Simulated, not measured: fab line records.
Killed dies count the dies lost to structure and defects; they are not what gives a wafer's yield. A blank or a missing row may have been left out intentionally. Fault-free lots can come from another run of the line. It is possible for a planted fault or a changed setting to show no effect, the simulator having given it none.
A lot that was struck, set against a sound lot :: flow sky130 :: 17 out of 708 route steps
Sound: the wafers L168.1, L168.3, L168.4. Wafers L179.1, L179.2, L179.6 were the ones struck. At the end, the cause is stated.
Each step with rows lists, per side, the tool, then ch with its chambers, then its first start. Under that, the readings that differ: sound wafers :: struck wafers :: difference of the means :: sigmas: that difference in standard deviations of wafers without a fault.
alike: same words and numbers on both sides, and readings whose means sit less than 2 such deviations apart. not compared: any withheld reading, any reading some wafer has no value for, any bound like >300 that may hide the same value, and any number with overlapping values for which the record gives no deviation.
Wherever a step has rows on one side only, a row that says differs or no value, or a row with sigmas, the two part there. Numbers that have no deviation but don't overlap get no sigmas and don't part them. Lack of a reading on every wafer of one side parts them only where that side has two or more wafers.

first, 1 step without rows for these wafers: SKY_POLY_GATE_CVD_03 (deposits Si3N4 from DCS/NH3, target thk 75 nm, time 1290 s).
SKY_POLY_GATE_THK_MEAS_04:
  sound: filmMetro-04 at day 15 13:50; struck: filmMetro-04 at day 19 17:10
  alike: POLY_GATE_CVD_03_THK
then, 8 steps without rows for these wafers: SKY_POLY_GATE_DEHYDRATE_05 (time 60 s); SKY_POLY_GATE_HMDS_06 (prime time 60 s); SKY_POLY_GATE_COAT_07 (resist thk 110 nm); SKY_POLY_GATE_COAT_08 (resist thk 450 nm); SKY_POLY_GATE_SOFTBAKE_09 (time 90 s); SKY_POLY_GATE_EXPOSE_10 (exposes mask P1M, target cd 150 nm); SKY_POLY_GATE_PEB_11; SKY_POLY_GATE_DEVELOP_12 (develop time 60 s).
SKY_POLY_GATE_CD_MEAS_13 targets a cd of 150 nm.
  sound: cdSem-02 at day 16 18:17; struck: cdSem-01 at day 20 23:55
reading: cdNm (nm)
sound: 153.0 155.0 155.3
struck: 150.4 149.4 149.5
difference: -4.7
sigmas: -3
SKY_POLY_GATE_OVL_MEAS_14:
  sound: overlay-02 at day 16 18:24; struck: overlay-02 at day 21 00:02
  alike: POLY_GATE_OVL
SKY_POLY_GATE_ETCH_15: etches BARC in N2/H2, stops on SiO2, time 118.5 s, target depth 110 nm.
  sound on rieDiel-04 ch 0,1,3, day 16 18:26; struck on rieDiel-01 ch 0,1,2, day 21 00:04
reading: biasW (W)
sound: 99.6 100.1 99.6
struck: 74.5 74.3 73.9
difference: -25.5
sigmas: -82

reading: model.KrF-thick_of_POLY_GATE_COAT_08.thkNm (nm)
sound: 346 343.4 345.5
struck: 352.7 351.8 351.3
difference: +7.0
sigmas: 
  alike: drypumpMotorCurrentA, oesProductAu, throttleValvePct
  not compared: rfHoursCounterH
SKY_POLY_GATE_ETCH_16: etches Si3N4 in CH3F/O2, stops on poly-Si, time 147.5 s, target depth 75 nm.
  sound on rieDiel-04 ch 0,1,3, day 16 18:31; struck on rieDiel-01 ch 0,1,2, day 21 00:08
reading: oesProductAu (a.u.)
sound: 0.643 0.649 0.638
struck: 0.634 0.633 0.628
difference: -0.012
sigmas: -2
  alike: biasW, drypumpMotorCurrentA, throttleValvePct
  not compared: rfHoursCounterH
SKY_POLY_GATE_ETCH_17: etches poly-Si in HBr/Cl2, stops on SiO2, target depth 180 nm, time 70.5 s.
  sound on rieSi-02 ch 0,1,3, day 16 18:37; struck on rieSi-02 ch 0,1,2, day 21 00:14
reading: model.KrF-thick_of_POLY_GATE_COAT_08.thkNm (nm)
sound: 143.4 138.8 142.5
struck: 148 145.7 145.3
difference: +5
sigmas: 
  alike: biasW, drypumpMotorCurrentA, oesProductAu, throttleValvePct
  not compared: rfHoursCounterH
SKY_POLY_GATE_STRIP_18: strips in O2/N2.
  sound on plasmaAsher-03 ch 0,1, day 16 18:40; struck on plasmaAsher-04 ch 0,1, day 21 00:18
  alike: drypumpMotorCurrentA, oesProductAu, stripTimeToEndpointS
  not compared: rfHoursCounterH
next, for these wafers, 1 step has no rows: SKY_PAD_OPEN_PROBE_99.

## WHERE THEY PART
First at SKY_POLY_GATE_CD_MEAS_13; last, within this record, at SKY_POLY_GATE_ETCH_16. Later steps at which nothing parts them and some readings are alike: SKY_POLY_GATE_ETCH_17, SKY_POLY_GATE_STRIP_18.

WHY: what had been put in by the simulator
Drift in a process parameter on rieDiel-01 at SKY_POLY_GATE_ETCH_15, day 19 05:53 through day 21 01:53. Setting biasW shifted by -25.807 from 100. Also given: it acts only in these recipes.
